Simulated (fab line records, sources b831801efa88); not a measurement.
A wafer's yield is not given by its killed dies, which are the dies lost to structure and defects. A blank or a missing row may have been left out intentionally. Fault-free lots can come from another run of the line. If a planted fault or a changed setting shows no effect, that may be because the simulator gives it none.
A lot that was struck, set against a sound lot + flow gf180mcu + 17 steps out of a route of 602
Sound: wafers L734.2, L734.4, L734.5. The struck wafers were L752.3, L752.4, L752.5. At the end, the cause is stated.
Order at every step that has rows: each side's tool, ch and its chambers, its first start. Under that, the readings that differ: sound wafers + struck wafers + difference of the means + sigmas: that difference in standard deviations of wafers without a fault.
alike: words and numbers the same on both sides, and readings whose means are apart by under 2 such deviations; not compared: readings that were withheld, readings missing a value for some wafer, numbers with overlapping values and no deviation given by the record, and bounds like >300 which may hide the same value.
A row with sigmas, a row that says differs or no value, or rows on one side alone: a step with any of these is where the two part. Non-overlapping numbers with no deviation appear without sigmas and do not part them. A reading that every wafer of one side lacks parts them only if that side has two wafers or more.

first, 3 steps without rows for these wafers: GF_MVSD_EXPOSE_04 (exposes mask MVSD, target cd 1000 nm); GF_MVSD_PEB_05; GF_MVSD_DEVELOP_06 (develop time 60 s).
GF_MVSD_OVL_MEAS_07:
  sound: overlay-02 at day 4 19:46; struck: overlay-01 at day 9 05:18
  alike: MVSD_OVL
then, 2 steps without rows for these wafers: GF_MVSD_IMPLANT_08; GF_MVSD_IMPLANT_09.
GF_MVSD_STRIP_10: strips in O2/N2.
  sound on plasma asher-01 ch 1, day 4 20:06; struck on plasma asher-01 ch 0,1, day 9 05:39
  alike: drypump motor current A, heater power w, oes product au, strip time to endpoint s
  not compared: rf hours counter h
GF_MVSD_TW_MEAS_11:
  sound: film metro-01 at day 4 20:13; struck: film metro-01 at day 9 05:44
  alike: MVSD_TW
then, 4 steps without rows for these wafers: GF_MVPSD_DEHYDRATE_00 (time 60 s); GF_MVPSD_HMDS_01 (prime time 60 s); GF_MVPSD_COAT_02 (resist thk 3000 nm); GF_MVPSD_SOFTBAKE_03.
GF_MVPSD_EXPOSE_04: exposes mask MVPSD, target cd 1000 nm.
  sound on iline stepper-01 ch 0, day 5 03:06; struck on iline stepper-02 ch 0, day 9 14:07
| reading                       | sound                | struck               | difference | sigmas |
|-------------------------------|----------------------|----------------------|------------|--------|
| model.MVPSD.overlay x nm (nm) | 0.8915 0.8915 0.8915 | -69.64 -69.64 -69.64 | -70.53     |        |
  alike: mask
then, 2 steps without rows for these wafers: GF_MVPSD_PEB_05; GF_MVPSD_DEVELOP_06 (develop time 60 s).
GF_MVPSD_OVL_MEAS_07:
  sound: overlay-02 at day 5 10:05; struck: overlay-01 at day 9 22:46
| reading        | sound         | struck            | difference | sigmas |
|----------------|---------------|-------------------|------------|--------|
| MVPSD_OVL (nm) | 0.8 -0.3 -0.5 | -68.2 -68.0 -69.3 | -68.5      | -49    |
  not compared: hold
next, for these wafers, 1 step has no rows: GF_PASSIVATION_PROBE_99.

## WHERE THEY PART
At GF_MVPSD_OVL_MEAS_07 and nowhere else, as far as this record goes.

WHY: what the simulator had put in
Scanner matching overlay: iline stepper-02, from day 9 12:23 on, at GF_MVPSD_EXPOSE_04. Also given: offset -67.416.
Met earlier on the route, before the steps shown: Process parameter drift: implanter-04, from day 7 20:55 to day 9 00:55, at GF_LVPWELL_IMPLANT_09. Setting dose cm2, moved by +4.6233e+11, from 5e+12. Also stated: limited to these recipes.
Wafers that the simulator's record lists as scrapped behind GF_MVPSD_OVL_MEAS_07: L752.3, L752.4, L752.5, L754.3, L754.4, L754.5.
